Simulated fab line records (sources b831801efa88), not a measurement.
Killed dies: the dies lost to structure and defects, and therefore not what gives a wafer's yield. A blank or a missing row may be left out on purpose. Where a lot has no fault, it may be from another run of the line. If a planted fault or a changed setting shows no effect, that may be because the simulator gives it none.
Matching of chambers	flow sky130	3 sister chambers for SKY_CONTACT_CVD_00 on pecvd-03
The step deposits Si3N4, target thk 75 nm. 6 wafers are shown with their chamber, then 8 later ones without.

## WAFERS PAIRED WITH THEIR CHAMBERS
wafer	chamber	heater-power-w (W)
L120.4	0	589
L121.5	0	691
L125.6	2	603
L127.2	1	630
L127.4	2	691
L127.6	1	618

## WAFERS WHOSE CHAMBER IS MISSING
wafer	heater-power-w (W)
L131.3	589
L131.4	661
L133.3	646
L133.4	728
L133.6	677
L137.1	627
L137.3	715
L137.4	619

## WHICH CHAMBER EACH WENT THROUGH
wafer	from the rows above	in truth
L131.3	can't be placed: 1 or 0 or 2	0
L131.4	can't be placed: 2 or 0 or 1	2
L133.3	can't be placed: 2 or 0 or 1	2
L133.4	can't be placed: 2 or 0 or 1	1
L133.6	can't be placed: 2 or 0 or 1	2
L137.1	can't be placed: 1 or 0 or 2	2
L137.3	can't be placed: 2 or 0 or 1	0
L137.4	can't be placed: 1 or 0 or 2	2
Correct placement for 0 of the 8. Unplaceable from these rows: 8, with the true chamber sitting among the candidates in 8. Placed wrongly: 0.
How it was worked out, from the rows above alone: a wafer's distance from a chamber is the root of the sum, over the readings, of the square of ((its reading less the chamber's mean) divided by the reading's scatter). The wafer belongs to the nearest chamber; if the next one is less than 2 further off, it can't be placed. Each chamber's mean is taken over the wafers shown for it. The scatter: the root of (the sum of the squares of (reading less its chamber's mean) over the shown wafers, divided by (wafers less chambers)).
